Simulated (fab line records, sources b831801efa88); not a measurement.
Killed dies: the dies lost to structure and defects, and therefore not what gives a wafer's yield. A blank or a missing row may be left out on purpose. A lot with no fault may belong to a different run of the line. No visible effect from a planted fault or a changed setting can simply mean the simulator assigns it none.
fab line records ; flow sky130
[record] lots = 7; wafers = 18; lastDay = 50
route steps=708 shown SD_P@359 RES_XHIGH@360 SALICIDE@361 LI_CONTACT@362 PAD_OPEN@708
lots that met no fault: from a run of the same line without faults
startH: hours from the record's first day to the start of the lot's first wafer shown ; waitH: time in hours since the lot's previous step ; " unchanged from the row above ; L1.1+2: one row covering several wafers at once ; - either no value or no given start ; * or withheld: withheld ; < > ~ a bound
route shown NAME@n: NAME is a module with steps in the file, n the number in the route of the first one ; usual: mean and standard deviation over wafers with no fault ; same: alike in all rows ; chamber/n: place in a boat ; sites: each site's reading ; _std_site: the standard deviation of these ; _edge_site: mean of outer sites minus mean of inner sites ; radiusMm: for every site, how far away it sits from the centre of the wafer ; mask NAME#n: copy n ; behind: tool/chamber where the wafer was last shaped ; hold: why the lot was held/for how many hours/how that ended ; device: the n, p or np transistor that did not switch ; end of line: tests of these same wafers at the route's end ; where a step has no rows: the recipe by itself ; killed: dies lost to structure and defects at the first sort, not the wafer's yield ; map: per-die view of a wafer (x killed, . not killed, _ where there is no die)
set.NAME: the setting that was run; set.NAME@STEP: the one run at that earlier step ; model.NAME: the simulator's own value behind a step, which no gauge read
lots at selected steps of the route; one table per step, one row per wafer
services: the hour from which a tool's chamber was out of use, counted from the record's first day as startH (under 0 if before that day), plus the number of hours and why
[[steps]]
[step SKY_SD_N_RS_MEAS_17]
[recipe] thkMeasGauge = four-point-probe
[usual] SD_P_RS = 147.1/0.38
lot.wafer;tool;chamber;startH;waitH;SD_P_RS[ohm/sq]
L969.1;filmMetro-03;-;736.84;0.1;146.2
L969.3;filmMetro-03;-;736.84;0.1;146.4
L969.4;filmMetro-03;-;736.84;0.1;146.6
L971.2;filmMetro-04;-;747.54;0.1;146.7
L971.4;filmMetro-04;-;747.54;0.1;147.0
L971.6;filmMetro-04;-;747.54;0.1;147.0
L974.1;filmMetro-02;-;797.36;0.1;147.0
L974.4;filmMetro-02;-;797.36;0.1;147.2
L974.5;filmMetro-02;-;797.36;0.1;147.3
L975.2;filmMetro-02;-;799.75;0.1;146.6
L975.4;filmMetro-02;-;799.75;0.1;146.6
L980.2;filmMetro-04;-;803.69;0.1;147.2
L980.4;filmMetro-04;-;803.69;0.1;146.6
L981.2;filmMetro-04;-;819.94;0.1;147.1
L981.3;filmMetro-04;-;819.94;0.1;147.0
L983.2;filmMetro-04;-;840.16;0.1;147.5
L983.3;filmMetro-04;-;840.16;0.1;147.9
L983.4;filmMetro-04;-;840.16;0.1;147.7
[step SKY_SD_N_RS_MEAS_18]
[recipe] thkMeasGauge = four-point-probe
[usual] RES_XHIGH_RS = 333.3/0.89
lot.wafer;tool;chamber;startH;waitH;RES_XHIGH_RS[ohm/sq]
L969.1;filmMetro-03;-;736.96;0.1;331.9
L969.3;filmMetro-03;-;736.96;0.1;331.9
L969.4;filmMetro-03;-;736.96;0.1;331.7
L971.2;filmMetro-04;-;747.66;0.1;333.8
L971.4;filmMetro-04;-;747.66;0.1;332.0
L971.6;filmMetro-04;-;747.66;0.1;333.4
L974.1;filmMetro-02;-;797.48;0.1;331.1
L974.4;filmMetro-02;-;797.48;0.1;333.0
L974.5;filmMetro-02;-;797.48;0.1;333.3
L975.2;filmMetro-02;-;799.87;0.1;333.1
L975.4;filmMetro-02;-;799.87;0.1;332.5
L980.2;filmMetro-04;-;803.81;0.1;333.2
L980.4;filmMetro-04;-;803.81;0.1;334.2
L981.2;filmMetro-04;-;820.06;0.1;333.7
L981.3;filmMetro-04;-;820.06;0.1;332.5
L983.2;filmMetro-04;-;840.28;0.1;334.0
L983.3;filmMetro-04;-;840.28;0.1;334.3
L983.4;filmMetro-04;-;840.28;0.1;334.6
[step SKY_SALICIDE_CLEAN_00]
[recipe] chemistry = HF-last; timeS = 30; dilution = 100:1; dry = ipaMarangoni
[step SKY_LI_CONTACT_HDPCVD_00]
[recipe] material = PSG; targetThkNm = 930; sigmaOpenFrac = 0.3; timeS = 155; tempC = 600; sih4FlowSccm = 60; pressureMtorr = 6
[step SKY_LI_CONTACT_THK_MEAS_01]
[recipe] reads = PSG_of_LI_CONTACT_HDPCVD_00
[usual] LI_CONTACT_HDPCVD_THK = 930/8.4
lot.wafer;tool;chamber;startH;waitH;LI_CONTACT_HDPCVD_THK[nm]
L969.1;filmMetro-03;-;737.20;0.1;932
L969.3;filmMetro-03;-;737.20;0.1;926
L969.4;filmMetro-03;-;737.20;0.1;925
L971.2;filmMetro-03;-;747.89;0.1;935
L971.4;filmMetro-03;-;747.89;0.1;937
L971.6;filmMetro-03;-;747.89;0.1;938
L974.1;filmMetro-03;-;797.73;0.1;943
L974.4;filmMetro-03;-;797.73;0.1;925
L974.5;filmMetro-03;-;797.73;0.1;926
L975.2;filmMetro-04;-;800.10;0.1;936
L975.4;filmMetro-04;-;800.10;0.1;934
L980.2;filmMetro-03;-;804.04;0.1;936
L980.4;filmMetro-03;-;804.04;0.1;930
L981.2;filmMetro-03;-;820.29;0.1;931
L981.3;filmMetro-03;-;820.29;0.1;915
L983.2;filmMetro-02;-;840.51;0.1;938
L983.3;filmMetro-02;-;840.51;0.1;933
L983.4;filmMetro-02;-;840.51;0.1;949
[step SKY_LI_CONTACT_CMP_02]
[recipe] material = PSG; downForcePsi = 4; platenRpm = 60; padVelocityMS = 0.94248
[usual] motorCurrentA = 12.0/1.1; timeToEndpointS = 32.1/2.3
lot.wafer;tool;chamber;startH;waitH;motorCurrentA;timeToEndpointS
L969.4;cmp-02;1;737.26;0.0;11.3;28.6
L969.3;cmp-02;2;737.26;0.0;13.1;31.8
L969.1;cmp-02;0;737.26;0.0;12.1;28.5
L971.2;cmp-02;0;748.01;0.1;12.3;31.9
L971.4;cmp-02;3;748.01;0.1;12.9;34.9
L971.6;cmp-02;0;748.01;0.1;11.6;36.0
L974.1;cmp-02;1;797.79;0.1;10.4;31.8
L974.4;cmp-02;3;797.79;0.1;12.9;29.4
L974.5;cmp-02;2;797.79;0.1;14.0;27.0
L975.2;cmp-02;2;800.15;0.0;13.8;27.6
L975.4;cmp-02;3;800.15;0.0;12.2;31.5
L980.4;cmp-02;2;804.09;0.0;13.6;28.5
L980.2;cmp-02;3;804.09;0.0;12.1;31.0
L981.2;cmp-01;3;820.34;0.0;12.0;33.7
L981.3;cmp-01;1;820.34;0.0;12.0;35.2
L983.2;cmp-01;3;840.56;0.0;12.7;32.7
L983.4;cmp-01;0;840.56;0.0;9.9;35.3
L983.3;cmp-01;1;840.56;0.0;12.1;35.5
[step SKY_LI_CONTACT_BOW_MEAS_03]
[recipe] mode = bow
[usual] LI_CONTACT_BOW = 55/7.2
lot.wafer;tool;chamber;startH;waitH;LI_CONTACT_BOW[um]
L969.1;filmMetro-03;-;737.56;0.1;50
L969.3;filmMetro-03;-;737.56;0.1;61
L969.4;filmMetro-03;-;737.56;0.1;67
L971.2;filmMetro-04;-;748.33;0.3;56
L971.4;filmMetro-04;-;748.33;0.3;46
L971.6;filmMetro-04;-;748.33;0.3;50
L974.1;filmMetro-03;-;798.09;0.2;63
L974.4;filmMetro-03;-;798.09;0.2;66
L974.5;filmMetro-03;-;798.09;0.2;51
L975.2;filmMetro-02;-;800.47;0.3;64
L975.4;filmMetro-02;-;800.47;0.3;65
L980.2;filmMetro-04;-;804.63;0.4;54
L980.4;filmMetro-04;-;804.63;0.4;53
L981.2;filmMetro-03;-;820.66;0.3;55
L981.3;filmMetro-03;-;820.66;0.3;57
L983.2;filmMetro-04;-;840.88;0.3;62
L983.3;filmMetro-04;-;840.88;0.3;53
L983.4;filmMetro-04;-;840.88;0.3;50
[step SKY_LI_CONTACT_DEHYDRATE_04]
[recipe] tempC = 200; timeS = 60
[step SKY_LI_CONTACT_HMDS_05]
[recipe] primeTimeS = 60; primeTempC = 120
[step SKY_LI_CONTACT_COAT_06]
[recipe] resist = BARC; tempC = withheld; timeS = withheld; spinRpm = 3000; resistThkNm = 60
[step SKY_LI_CONTACT_COAT_07]
[recipe] resist = KrF-thick; spinRpm = 3000; resistThkNm = 450
[step SKY_LI_CONTACT_SOFTBAKE_08]
[recipe] tempC = 100; timeS = 90; resist = KrF-thick
[step SKY_LI_CONTACT_EXPOSE_09]
[recipe] maskId = LICM1; na = 0.8; sourceShape = annular; sigmaInner = 0.55; sigmaOuter = 0.85; targetCdNm = 170; doseMj = 38
[usual] exposureDoseMJCm2 = 38.00/0.037
lot.wafer;tool;chamber;startH;waitH;mask;exposureDoseMJCm2
L969.1;krfScanner-02;0;751.40;-;LICM1#0;38.02
L969.3;krfScanner-02;0;751.40;-;LICM1#0;38.06
L969.4;krfScanner-02;0;751.40;-;LICM1#0;38.05
L971.2;krfScanner-02;0;761.08;-;LICM1#0;37.97
L971.4;krfScanner-02;0;761.08;-;LICM1#0;38.01
L971.6;krfScanner-02;0;761.08;-;LICM1#0;37.99
L974.1;krfScanner-01;0;809.10;-;LICM1#0;38.04
L974.4;krfScanner-01;0;809.10;-;LICM1#0;38.09
L974.5;krfScanner-01;0;809.10;-;LICM1#0;38.04
L975.2;krfScanner-02;0;811.72;-;LICM1#0;38.01
L975.4;krfScanner-02;0;811.72;-;LICM1#0;38.00
L980.2;krfScanner-02;0;817.75;-;LICM1#0;38.02
L980.4;krfScanner-02;0;817.75;-;LICM1#0;38.00
L981.2;krfScanner-02;0;833.27;-;LICM1#0;37.93
L981.3;krfScanner-02;0;833.27;-;LICM1#0;38.01
L983.2;krfScanner-01;0;855.10;-;LICM1#0;38.04
L983.3;krfScanner-01;0;855.10;-;LICM1#0;37.96
L983.4;krfScanner-01;0;855.10;-;LICM1#0;37.99
[step SKY_LI_CONTACT_PEB_10]
[recipe] pebTempC = withheld; pebTimeS = withheld; resist = KrF-thick
[step SKY_LI_CONTACT_DEVELOP_11]
[recipe] developTimeS = 60; resist = KrF-thick; devTempC = 21
[step SKY_LI_CONTACT_CD_MEAS_12]
[recipe] targetCdNm = 170
[usual] cdNm = 170.4/1.9
lot.wafer;tool;chamber;startH;waitH;cdNm
L969.1;cdSem-01;-;764.30;-;169.3
L969.3;cdSem-01;-;764.30;-;168.1
L969.4;cdSem-01;-;764.30;-;169.6
L971.2;cdSem-02;-;773.98;-;174.2
L971.4;cdSem-02;-;773.98;-;173.1
L971.6;cdSem-02;-;773.98;-;174.3
L974.1;cdSem-01;-;822.87;-;172.2
L974.4;cdSem-01;-;822.87;-;171.3
L974.5;cdSem-01;-;822.87;-;170.9
L975.2;cdSem-02;-;825.97;-;172.0
L975.4;cdSem-02;-;825.97;-;130.4
L980.2;cdSem-02;-;830.70;-;171.3
L980.4;cdSem-02;-;830.70;-;131.6
L981.2;cdSem-01;-;845.18;-;169.5
L981.3;cdSem-01;-;845.18;-;130.9
L983.2;cdSem-02;-;866.47;-;172.3
L983.3;cdSem-02;-;866.47;-;171.1
L983.4;cdSem-02;-;866.47;-;171.5
[step SKY_LI_CONTACT_OVL_MEAS_13]
[usual] LI_CONTACT_OVL = -1/5.6
lot.wafer;tool;chamber;startH;waitH;LI_CONTACT_OVL[nm]
L969.1;overlay-02;-;764.42;0.1;1
L969.3;overlay-02;-;764.42;0.1;2
L969.4;overlay-02;-;764.42;0.1;1
L971.2;overlay-02;-;774.09;0.1;-5
L971.4;overlay-02;-;774.09;0.1;-2
L971.6;overlay-02;-;774.09;0.1;-9
L974.1;overlay-02;-;822.99;0.1;1
L974.4;overlay-02;-;822.99;0.1;6
L974.5;overlay-02;-;822.99;0.1;2
L975.2;overlay-01;-;826.08;0.1;7
L975.4;overlay-01;-;826.08;0.1;6
L980.2;overlay-01;-;830.81;0.1;-2
L980.4;overlay-01;-;830.81;0.1;-9
L981.2;overlay-01;-;845.29;0.1;4
L981.3;overlay-01;-;845.29;0.1;2
L983.2;overlay-02;-;866.58;0.1;0
L983.3;overlay-02;-;866.58;0.1;0
L983.4;overlay-02;-;866.58;0.1;-4
[step SKY_LI_CONTACT_ETCH_14]
[recipe] chemistry = N2/H2; target = BARC; ionEnergyEv = 200; sourceW = 500; biasW = 100; pressureMtorr = 30; n2FlowSccm = 100; h2FlowSccm = 200; stopOn = SiO2; timeS = 45.9; targetDepthA = 600
[usual] drypumpMotorCurrentA = 5.8/0.41; oesProductAu = 0.854/0.0047; rfFwdPowerW = 494.4/2.8; throttleValvePct = 13.225/0.0098
lot.wafer;tool;chamber;startH;waitH;drypumpMotorCurrentA;oesProductAu;rfFwdPowerW;rfHoursCounterH;throttleValvePct;model.LI_CONTACT.cdNm
L969.1;rieDiel-04;3;764.46;0.0;6.5;0.852;495.8;9;13.223;169.8
L969.3;rieDiel-04;2;764.46;0.0;5.8;0.857;497.3;15;13.203;168.7
L969.4;rieDiel-04;1;764.46;0.0;5.5;0.853;487.9;10;13.212;169.9
L971.2;rieDiel-04;3;774.12;0.0;6.5;0.862;493.5;9;13.235;173.7
L971.4;rieDiel-04;2;774.12;0.0;5.8;0.857;496.4;15;13.228;172.9
L971.6;rieDiel-04;2;774.12;0.0;5.8;0.857;495.9;-;13.205;174.6
L974.1;rieDiel-04;3;823.03;0.0;6.4;0.852;494.1;11;13.218;172.7
L974.4;rieDiel-04;0;823.03;0.0;6.0;0.855;494.3;-;13.228;170.7
L974.5;rieDiel-04;2;823.03;0.0;5.8;0.856;496.8;-;13.226;170.9
L975.2;rieDiel-03;2;826.11;0.0;5.9;0.853;496.6;10;13.222;171.7
L975.4;rieDiel-03;1;826.11;0.0;6.1;0.856;493.3;2;13.220;130.8
L980.2;rieDiel-03;1;830.84;0.0;6.0;0.852;492.6;3;13.229;171.7
L980.4;rieDiel-03;0;830.84;0.0;5.9;0.859;498.6;8;13.228;132.2
L981.2;rieDiel-04;0;845.32;0.0;6.0;0.855;494.9;8;13.208;169.1
L981.3;rieDiel-04;2;845.32;0.0;5.8;0.854;496.0;17;13.234;130.8
L983.2;rieDiel-03;3;866.61;0.0;5.1;0.860;498.1;6;13.231;172.6
L983.3;rieDiel-03;2;866.61;0.0;5.9;0.858;493.5;12;13.215;170.9
L983.4;rieDiel-03;1;866.61;0.0;6.1;0.848;494.4;3;13.221;171.8
[step SKY_LI_CONTACT_ETCH_15]
[recipe] target = PSG; chemistry = C4F8/O2/Ar; stopOn = Si; taperDeg = 4.15; maskMaterial = KrF-thick; sourceW = 1500; biasW = 1200; pressureMtorr = 40; c4f8FlowSccm = withheld; O2_flow_sccm = 6; Ar_flow_sccm = 300; timeS = withheld; targetDepthA = 6000
[usual] oesProductAu = 0.837/0.0045; rfFwdPowerW = 1492/5.4
lot.wafer;tool;chamber;startH;waitH;oesProductAu;rfFwdPowerW;model.LI_CONTACT.cdNm
L969.1;rieDiel-04;3;764.50;0.0;0.841;1484;170.1
L969.3;rieDiel-04;2;764.50;0.0;0.835;1496;168.6
L969.4;rieDiel-04;1;764.50;0.0;0.844;1490;169.9
L971.2;rieDiel-04;3;774.16;0.0;0.835;1486;173.5
L971.4;rieDiel-04;2;774.16;0.0;0.835;1499;172.5
L971.6;rieDiel-04;2;774.16;0.0;0.833;1492;174.5
L974.1;rieDiel-04;3;823.07;0.0;0.839;1485;172.6
L974.4;rieDiel-04;0;823.07;0.0;0.838;1498;170.7
L974.5;rieDiel-04;2;823.07;0.0;0.834;1496;170.7
L975.2;rieDiel-03;2;826.15;0.0;0.837;1496;171.8
L975.4;rieDiel-03;1;826.15;0.0;0.842;1485;130.2
L980.2;rieDiel-03;1;830.88;0.0;0.830;1489;171.3
L980.4;rieDiel-03;0;830.88;0.0;0.840;1499;131.5
L981.2;rieDiel-04;0;845.36;0.0;0.833;1487;169
L981.3;rieDiel-04;2;845.36;0.0;0.839;1497;130.6
L983.2;rieDiel-03;3;866.65;0.0;0.834;1496;172.8
L983.3;rieDiel-03;2;866.65;0.0;0.844;1494;171
L983.4;rieDiel-03;1;866.65;0.0;0.834;1494;172.1
[step SKY_LI_CONTACT_STRIP_16]
[recipe] chemistry = O2/N2; powerW = 1400; pressureMtorr = 1500; platenTempC = withheld; o2FlowSccm = 3000; n2FlowSccm = 300; overashFraction = 0.5
[usual] drypumpMotorCurrentA = 5.9/0.41; oesProductAu = 0.376/0.0046; stripTimeToEndpointS = 3.494/0.026
[same] overashFraction = 0.5
lot.wafer;tool;chamber;startH;waitH;drypumpMotorCurrentA;oesProductAu;rfHoursCounterH;stripTimeToEndpointS
L969.1;plasmaAsher-02;1;764.59;-;6.3;0.380;94;3.506
L969.3;plasmaAsher-02;0;764.59;-;6.4;0.377;-;3.485
L969.4;plasmaAsher-02;1;764.59;-;6.3;0.380;-;3.493
L971.2;plasmaAsher-02;1;774.25;-;6.3;0.376;95;3.512
L971.4;plasmaAsher-02;0;774.25;-;6.4;0.371;-;3.474
L971.6;plasmaAsher-02;1;774.25;-;6.3;0.378;-;3.533
L974.1;plasmaAsher-03;1;823.15;-;5.3;0.379;66;3.523
L974.4;plasmaAsher-03;0;823.15;-;5.8;0.379;-;3.476
L974.5;plasmaAsher-03;1;823.15;-;5.3;0.379;-;3.493
L975.2;plasmaAsher-01;0;826.23;-;5.4;0.374;8;3.459
L975.4;plasmaAsher-01;1;826.23;-;5.9;0.368;-;3.455
L980.2;plasmaAsher-01;0;830.97;-;5.4;0.375;9;3.499
L980.4;plasmaAsher-01;1;830.97;-;5.9;0.372;-;3.468
L981.2;plasmaAsher-02;1;845.45;-;6.3;0.369;102;3.450
L981.3;plasmaAsher-02;1;845.45;-;6.3;0.376;-;3.437
L983.2;plasmaAsher-03;0;866.74;-;5.8;0.378;72;3.498
L983.3;plasmaAsher-03;0;866.74;-;5.7;0.377;-;3.505
L983.4;plasmaAsher-03;1;866.74;-;5.3;0.368;-;3.514
[step SKY_PAD_OPEN_PROBE_99]
[usual] killed_at_M0_to_M3 = 43/6.6; killed_at_M4_up = 3.2/1.8; killedAtContacts = 24/5; killedAtFrontEnd = 15/4.5; killedAtOther = 0.2/0.46; killedDies = 86/8.8; killedOnRim = 16/3.4; killedOpen = 48/6.6; killedShort = 38/6.1
[same] grossDies = 492; killedAtBackSide = 0
lot.wafer;tool;chamber;startH;waitH;killed_at_M0_to_M3;killed_at_M4_up;killedAtContacts;killedAtFrontEnd;killedAtOther;killedDies;killedOnRim;killedOpen;killedShort
L969.1;prober-01;-;1136.84;0.1;37;2;19;8;1;67;16;38;29
L969.3;prober-01;-;1136.94;0.2;33;1;34;12;0;80;12;44;36
L969.4;prober-01;-;1136.99;0.2;40;1;24;12;0;77;14;45;32
L975.2;prober-01;-;1183.31;0.1;40;1;30;15;0;86;16;53;33
L975.4;prober-01;-;1183.41;0.2;43;5;416;15;0;479;95;50;39
L980.4;prober-02;-;1186.83;0.2;25;6;422;13;0;466;96;38;29
L981.2;prober-01;-;1194.74;0.1;48;3;23;19;0;93;19;46;47
L981.3;prober-01;-;1194.79;0.2;43;4;405;24;0;476;96;52;40
// killed by level:class
L969.1 CONTACT:geometricParticle:open=10 VIA2:geometricParticle:open=9 VIA3:geometricParticle:open=7 VIA1:geometricParticle:open=5 CONTACT:geometricParticle:short=4 METAL1:geometricParticle:short=4 FIELD_ISO:geometricParticle:short=3 METAL2:geometricParticle:short=3
L969.3 CONTACT:geometricParticle:open=17 VIA1:geometricParticle:open=8 POLY_GATE:geometricParticle:short=5 LI_CONTACT:geometricParticle:short=5 METAL1:geometricParticle:short=5 POLY_GATE:geometricParticle:open=4 LI_CONTACT:geometricParticle:open=4 LOCAL_INTERCONNECT:geometricParticle:short=4
L969.4 CONTACT:geometricParticle:open=9 VIA1:geometricParticle:open=9 VIA3:geometricParticle:open=8 METAL1:geometricParticle:short=6 LI_CONTACT:geometricParticle:open=5 METAL2:geometricParticle:short=5 LOCAL_INTERCONNECT:geometricParticle:short=4 VIA2:geometricParticle:open=4
L975.2 CONTACT:geometricParticle:open=15 VIA1:geometricParticle:open=10 CONTACT:geometricParticle:short=7 FIELD_ISO:geometricParticle:open=6 VIA3:geometricParticle:short=6 VIA3:geometricParticle:open=6 LI_CONTACT:geometricParticle:open=5 VIA2:geometricParticle:open=5
L975.4 LI_CONTACT:areaExpose=390 VIA1:geometricParticle:open=13 CONTACT:geometricParticle:open=11 VIA2:geometricParticle:open=7 LI_CONTACT:geometricParticle:open=6 POLY_GATE:geometricParticle:short=5 METAL2:geometricParticle:short=5 METAL3:geometricParticle:short=5
L980.4 LI_CONTACT:areaExpose=399 CONTACT:geometricParticle:open=8 LI_CONTACT:geometricParticle:open=6 VIA2:geometricParticle:open=5 FIELD_ISO:geometricParticle:open=4 POLY_GATE:geometricParticle:short=4 METAL4:geometricParticle:short=4 CONTACT:geometricParticle:short=4
L981.2 VIA1:geometricParticle:open=9 CONTACT:geometricParticle:open=8 VIA2:geometricParticle:open=7 METAL1:geometricParticle:short=6 VIA3:geometricParticle:open=6 FIELD_ISO:geometricParticle:short=5 CONTACT:geometricParticle:short=5 VIA1:geometricParticle:short=5
L981.3 LI_CONTACT:areaExpose=384 CONTACT:geometricParticle:open=12 VIA1:geometricParticle:short=9 VIA1:geometricParticle:open=9 FIELD_ISO:geometricParticle:open=7 VIA2:geometricParticle:open=7 FIELD_ISO:geometricParticle:short=6 VIA3:geometricParticle:open=5
// map L975.4 (x killed, . not)
__________xxxxxxxxxx_________
________xxxxxxxxxxxxxx_______
______xxxxxxxxxxxxxxxxxx_____
_____xxxxxxxxxxxxxxxxxxxx____
____xxxxxxxxxxxxxxxxx.xxxx___
___xxxxxxxxxxxxxxxx.xxxxxxx__
__xxxxxxxxx.xxxxxxxxxxxxxxxx_
_xxxxxxxxxxxxxxxxxx.xxxxxxxxx
_xxxxxxxx.xx.xxxxxxxxxxxxxxxx
_xxxxxxxxxxx.x.x.x.xxxxxxxxxx
_xxxxxxxxxxxxxxxxxxxxxxxxxxxx
_xxxxxxxxxxxxxxxxxxx.xxxxxxxx
_xxxxxxxxxxxxxxxxx.xxxxxxxxxx
_xxxxxxxxxxxxxxxxxxxxxxxxxxxx
_xxxxxxxxxxxxxxxxxxxxxxxxxxxx
__xxxxxxxxxxxxxxxxxxxxxxxxxx_
___xxxxxxxxxxxxxxxxxxxxxx.x__
____xxxxxxxxxxxxxxxxxxxxxx___
_____xxxxxxxxxxxxxxxxxxxx____
______xxxxxxxxxxxxxxxxxx_____
________xxxxxxxxxxxxxx_______
__________xxxxxxxxxx_________
// map L980.4 (x killed, . not)
__________xxxxxxxxxx_________
________xxxxxxxxxxxxxx_______
______xxxxxxxxxxxxxxxxxx_____
_____xxxxxxxxxxxxxxxxxxxx____
____xxxxxxxxxxxxxxxxxxxxxx___
___xxxxxxxxxxxxxxxxxxxxxxxx__
__xxxxxxxxxxxxxxxxxxxxxxxxxx_
_xxxxxx.xxxxx...x.xxxxxxxxxxx
_xxxxxxx.xx.x..xxx.xx..xxxxxx
_xxxxxxxxxxxx.xxx.xxxxxxxxxxx
_xxxxxx.xxxxx.x.x.xxxxxx.xxxx
_xxxxxxxxxxxxxxxx...xx.xxxxxx
_xxxxxxxxxx.x.xxxxxxxxxxxxxxx
_xxxxxxxxxxxxxxxxxxxxxxxxxxxx
_xxxxxxxxxxxxxxxxx.xxxxxxxxxx
__xxxxxxxxxxxxxxxxxxxxxxxxxx_
___xxxxxxxxxxxxxxxxxxxxxxxx__
____xxxxxxxxxxxxxxxxxxxxxx___
_____xxxxxxxxxxxxxxxxxxxx____
______xxxxxxxxxxxxxxxxxx_____
________xxxxxxxxxxxxxx_______
__________xxxxxxxxxx_________
[[services]]
tool;chamber;startH;hours;kind
cmp-02;-;713.51;1.7;repair
rieDiel-03;1;715.46;10.3;repair
rieDiel-04;-;718.12;1.0;repair
cmp-02;-;718.87;1.0;repair
rieDiel-03;3;725.00;1.5;repair
krfScanner-02;-;731.23;1.0;pm
rieDiel-03;1;733.02;5.2;repair
krfScanner-01;-;740.10;1.7;repair
cmp-01;-;744.16;4.0;pm
cmp-02;-;763.09;6.6;pm
krfScanner-02;-;764.44;9.0;repair
rieDiel-03;-;780.82;4.3;pm
rieDiel-03;3;785.55;7.8;repair
krfScanner-01;-;795.79;3.6;pm
rieDiel-03;-;797.78;0.4;repair
rieDiel-04;2;801.32;11.2;repair
rieDiel-04;1;810.29;6.7;repair
krfScanner-01;-;813.79;4.0;pm
cmp-02;-;816.19;2.3;repair
krfScanner-01;-;817.91;1.3;pm
rieDiel-04;1;819.86;10.0;repair
krfScanner-02;-;823.72;1.3;pm
plasmaAsher-02;-;835.97;7.1;repair
krfScanner-02;-;860.43;0.8;pm
[[key]]
[firstSign] step = SKY_LI_CONTACT_CD_MEAS_12; reading = cdNm; direction = down; sigmas = 20; usual = 170.4; struck = 130.9
[effect] step = SKY_PAD_OPEN_PROBE_99; reading = killedAtContacts; direction = up; sigmas = 78; usual = 24; struck = 414
[modelEffect] step = SKY_LI_CONTACT_ETCH_14; value = LI_CONTACT.cdNm; without = 170.7; struck = 131.2
[modelEffect] step = SKY_LI_CONTACT_ETCH_15; value = LI_CONTACT.cdNm; without = 170.3; struck = 130.8
[moreKillsBornAt] SKY_LI_CONTACT_EXPOSE_09@krfScanner-02 = 1173
metAt SKY_LI_CONTACT_EXPOSE_09
struckWafers L975.4,L980.4,L981.3
laterRowsLeftOut L975.4,L980.4,L981.3
testerLeftOut L975,L980,L981
onsetBetween 761.08 811.72
[fault] kind = processParameterDrift; tool = krfScanner-02; chamber = -; onsetH = 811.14; steps = SKY_LI_CONTACT_EXPOSE_09; channel = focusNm; offset = 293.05; shape = step; endH = 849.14; scope = struckWafersOnly
// testerLeftOut: of these lots the tester's yield and bins aren't shown, on N5 and GAA mostly nor the transistor test; their killed dies are dies lost to structure and defects alone, not to doping, threshold or leakage, so they don't give the yield
// laterRowsLeftOut: the simulator's readings of these wafers behind a module that went badly wrong aren't trusted and aren't shown, but for the sort
